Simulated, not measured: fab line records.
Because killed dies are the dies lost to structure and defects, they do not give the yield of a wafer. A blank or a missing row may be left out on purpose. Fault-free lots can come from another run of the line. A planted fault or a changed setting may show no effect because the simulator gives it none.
One fault through the eyes of 2 desks ; flow sky130 ; every desk sees just its own numbers, and what lay behind them comes last

## DESK OF THE TOOL OWNER: implanter-03
SKY_LDD_N_IMPLANT_11, tool's own readings: per-lot mean of the sampled wafers with a number, covering each lot this tool ran. If a lot's mean is further than 4 standard deviations from the usual mean, the lot is out of limits and carries the mark OUT (the distance appears in the brackets).
Columns: A = beam_energy_keV at SKY_LDD_N_IMPLANT_11, usual 20.001
lot;first seen here;A
L964;day 18 20:15;19.999
L971;day 21 19:56;20.003
L974;day 22 22:47;21.726 (+99 or more) OUT
L978;day 23 22:14;21.730 (+99 or more) OUT
Finding of this desk: L974, L978 out of limits; the first was L974 at day 22 22:47, on beam_energy_keV at SKY_LDD_N_IMPLANT_11. In limits: L964, L971.

## THE METROLOGY DESK
What the gauges read, lot by lot, whatever tool the lot ran on: means of the sampled wafers that have a number. If a lot's mean is further than 4 standard deviations from the usual mean, the lot is out of limits and carries the mark OUT (the distance appears in the brackets).
Columns: A = SONOS_ONO_OXIDATION_THK at SKY_SONOS_ONO_THK_MEAS_01, usual 2.61 nm; B = SONOS_ONO_CVD_02_THK at SKY_SONOS_ONO_THK_MEAS_03, usual 10.49 nm; C = LDD_N_TW at SKY_LDD_N_TW_MEAS_17, usual 2592
lot;first seen here;A;B;C
L963;day 12 03:59;2.62;10.76;2551
L964;day 12 12:07;2.57;10.48;2616
L965;day 12 17:19;2.67;10.49;2605
L966;day 13 13:04;2.62;10.56;2540
L967;day 13 13:04;2.58;10.47;2589
L971;day 14 21:29;2.57;10.58;2620
L974;day 15 18:40;2.62;10.25;2640
L975;day 16 01:11;2.62;10.49;2613
L978;day 17 00:01;2.67;10.54;2622
L979;day 17 16:06;2.57;10.28;2632
L980;day 17 21:48;2.59;10.47;2555
L981;day 18 00:37;2.66;10.54;2619
L983;day 18 15:13;2.60;10.64;2617
L984;day 19 05:01;2.68;10.43;2560
This desk found nothing out of limits on any of the 14 lots.

## BROUGHT TOGETHER
At day 22 22:47, on L974, L978, the tool owner's desk was in a position to raise an alarm.
Nothing out of limits was seen by the metrology desk.
The metrology desk holds a record of L974, L978, inside its limits.
Every lot named ran SKY_LDD_N_IMPLANT_11 on implanter-03.

## WHAT WAS PUT IN BY THE SIMULATOR
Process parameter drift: implanter-03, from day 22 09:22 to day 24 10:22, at SKY_LDD_N_IMPLANT_11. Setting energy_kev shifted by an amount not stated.
Lots struck among those shown: L974, L978.
How many hours passed from the start of the fault until each desk's first out-of-limits reading: the tool owner's desk, 13.
